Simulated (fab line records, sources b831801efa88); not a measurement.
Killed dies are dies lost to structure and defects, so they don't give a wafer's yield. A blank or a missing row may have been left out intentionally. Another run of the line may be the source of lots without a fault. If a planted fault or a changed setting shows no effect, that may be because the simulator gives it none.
fab line records | flow sfqLine
record lots=15 | wafers=45 | lastDay=83
route steps=325 shown JJ@188
lots that met no fault: taken from a fault-free run of the same line
startH: the number of hours between the record's first day and the start of the first shown wafer of the lot | waitH: hours from the lot's prior step to this one | " the same as in the row above | L1.1+2: one row covering several wafers at once | - no value, or no start was given | * or withheld: withheld | < > ~ a bound
route shown NAME@n: NAME is a module with steps in the file, n the number in the route of the first one | usual: mean/standard deviation taken from wafers without a fault | same: alike in all rows | chamber/n: place in a boat | sites: per-site readings | _std_site: the values' standard deviation | _edge_site: mean of outer sites minus mean of inner sites | radiusMm: how far each site lies from the wafer's centre | mask NAME#n: copy n | behind: the last tool/chamber to shape the wafer | hold: the reason the lot was held/the length of the hold in hours/how it ended | device: whichever transistor did not switch (one of n, p or np) | end of line: the tests these same wafers got at the end of their route | a step given without rows: its recipe and nothing more | killed: dies lost to structure and defects at the first sort, not the wafer's yield | map: shows each die of a wafer: x if killed, . if not, _ if none is there
set.NAME: the run value of the setting; set.NAME@STEP: its run value at that earlier step | model.NAME: the simulator's own value behind a step, which no gauge read
steps of the route over a sample of lots; a table a step, a row a wafer
services: from which hour (startH, from the record's first day; less than 0 if before it) a tool's chamber was out of use, for how many hours, and why
## steps
# step SFQ_TRILAYER_JJ_CE_LITHO_EXPOSE_115
# recipe maskId=J5 | na=0.6 | sourceShape=conventional | sigmaOuter=0.65 | targetCdNm=700 | doseMj=14.4
# usual exposureDoseMJCm2=14.398/0.016 | focusOffsetNm=0.0/0.53 | stageVelMmS=499.99/0.24
lot.wafer | tool          | chamber | startH  | waitH | mask | exposureDoseMJCm2 | focusOffsetNm | stageVelMmS
L988.1    | krfScanner-01 | 0       | 1296.19 | -     | J5#0 | 14.404            | 0.1           | 499.82
L988.5    | "             | 0       | "       | "     | J5#0 | 14.412            | 0.6           | 499.98
L988.6    | "             | 0       | "       | "     | J5#0 | 14.399            | 0.1           | 499.80
L990.3    | krfScanner-01 | 0       | 1300.19 | -     | J5#0 | 14.411            | 0.2           | 500.48
L990.5    | "             | 0       | "       | "     | J5#0 | 14.414            | 0.4           | 500.14
L990.6    | "             | 0       | "       | "     | J5#0 | 14.437            | 0.7           | 500.34
L992.1    | krfScanner-02 | 0       | 1303.09 | -     | J5#0 | 14.423            | 0.0           | 499.73
L992.2    | "             | 0       | "       | "     | J5#0 | 14.404            | -0.8          | 500.02
L992.6    | "             | 0       | "       | "     | J5#0 | 14.415            | 0.7           | 499.81
L993.1    | krfScanner-02 | 0       | 1304.29 | -     | J5#0 | 14.398            | 0.4           | 499.45
L993.5    | "             | 0       | "       | "     | J5#0 | 14.384            | 0.2           | 499.73
L993.6    | "             | 0       | "       | "     | J5#0 | 14.416            | 0.3           | 499.82
L994.1    | krfScanner-02 | 0       | 1305.49 | -     | J5#0 | 14.410            | -0.4          | 500.33
L994.4    | "             | 0       | "       | "     | J5#0 | 14.402            | -0.7          | 500.05
L994.5    | "             | 0       | "       | "     | J5#0 | 14.399            | 0.4           | 500.58
L996.1    | krfScanner-01 | -       | 1433.58 | -     | J5#0 | -                 | -             | -
L996.2    | "             | -       | "       | "     | J5#0 | -                 | -             | -
L996.6    | "             | -       | "       | "     | J5#0 | -                 | -             | -
L997.2    | krfScanner-01 | -       | 1434.98 | -     | J5#0 | -                 | -             | -
L997.5    | "             | -       | "       | "     | J5#0 | -                 | -             | -
L997.6    | "             | -       | "       | "     | J5#0 | -                 | -             | -
L998.1    | krfScanner-01 | -       | 1441.98 | -     | J5#0 | -                 | -             | -
L998.3    | "             | -       | "       | "     | J5#0 | -                 | -             | -
L998.5    | "             | -       | "       | "     | J5#0 | -                 | -             | -
L999.1    | krfScanner-01 | 0       | 1456.38 | -     | J5#0 | 14.374            | 0.9           | 499.95
L999.5    | "             | 0       | "       | "     | J5#0 | 14.364            | -0.7          | 500.22
L999.6    | "             | 0       | "       | "     | J5#0 | 14.374            | 0.2           | 500.25
L100.1    | krfScanner-01 | 0       | 1477.98 | -     | J5#0 | 14.402            | -0.1          | 500.14
L100.2    | "             | 0       | "       | "     | J5#0 | 14.396            | 0.5           | 500.25
L100.5    | "             | 0       | "       | "     | J5#0 | 14.379            | 0.2           | 500.07
L105.1    | krfScanner-02 | 0       | 1555.53 | -     | J5#0 | 14.412            | 0.8           | 499.97
L105.5    | "             | 0       | "       | "     | J5#0 | 14.426            | -0.1          | 499.64
L105.6    | "             | 0       | "       | "     | J5#0 | 14.421            | 1.0           | 499.90
L106.1    | krfScanner-02 | 0       | 1575.83 | -     | J5#0 | 14.396            | -0.1          | 499.58
L106.4    | "             | 0       | "       | "     | J5#0 | 14.402            | -0.1          | 499.68
L106.6    | "             | 0       | "       | "     | J5#0 | 14.421            | -0.3          | 500.02
L107.1    | krfScanner-02 | 0       | 1583.03 | -     | J5#0 | 14.419            | 0.3           | 499.91
L107.3    | "             | 0       | "       | "     | J5#0 | 14.434            | -0.3          | 499.96
L107.5    | "             | 0       | "       | "     | J5#0 | 14.414            | -0.3          | 500.34
L109.2    | krfScanner-01 | 0       | 1598.05 | -     | J5#0 | 14.367            | -0.2          | 499.95
L109.4    | "             | 0       | "       | "     | J5#0 | 14.386            | -0.3          | 499.46
L109.6    | "             | 0       | "       | "     | J5#0 | 14.390            | -0.3          | 499.45
L110.1    | krfScanner-01 | 0       | 1602.65 | -     | J5#0 | 14.424            | -0.8          | 500.11
L110.3    | "             | 0       | "       | "     | J5#0 | 14.413            | -0.4          | 500.02
L110.5    | "             | 0       | "       | "     | J5#0 | 14.405            | -0.6          | 499.84
## services
tool          | chamber | startH  | hours | kind
krfScanner-02 | -       | 1297.33 | 0.8   | pm
krfScanner-02 | -       | 1333.57 | 0.3   | repair
krfScanner-01 | -       | 1375.39 | 1.0   | pm
krfScanner-01 | -       | 1385.99 | 4.4   | pm
krfScanner-01 | -       | 1394.58 | 1.4   | repair
krfScanner-01 | -       | 1413.90 | 1.3   | pm
krfScanner-02 | -       | 1421.89 | 1.0   | pm
krfScanner-02 | -       | 1422.89 | 1.3   | pm
krfScanner-01 | -       | 1422.91 | 0.9   | repair
krfScanner-01 | -       | 1425.03 | 3.0   | pm
krfScanner-01 | -       | 1428.03 | 0.8   | pm
krfScanner-02 | -       | 1454.15 | 3.8   | repair
krfScanner-02 | -       | 1466.40 | 0.8   | pm
krfScanner-01 | -       | 1500.59 | 1.7   | repair
krfScanner-02 | -       | 1502.92 | 8.1   | repair
krfScanner-01 | -       | 1544.26 | 1.0   | pm
krfScanner-02 | -       | 1562.95 | 2.1   | repair
krfScanner-01 | -       | 1589.80 | 1.3   | pm
krfScanner-02 | -       | 1591.43 | 1.0   | pm
krfScanner-02 | -       | 1598.43 | 1.3   | pm
## key
firstSign step=SFQ_TRILAYER_JJ_CE_LITHO_EXPOSE_115 | reading=toolRecord | direction=missing
effect none on later readings
metAt SFQ_TRILAYER_JJ_CE_LITHO_EXPOSE_115
struckLots L996,L997,L998
onsetBetween 1300.19 1433.58
fault kind=skippedStepWhole | tool=krfScanner-01 | chamber=- | onsetH=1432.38 | steps=SFQ_TRILAYER_JJ_CE_LITHO_EXPOSE_115 | scope=struckLotsOnly
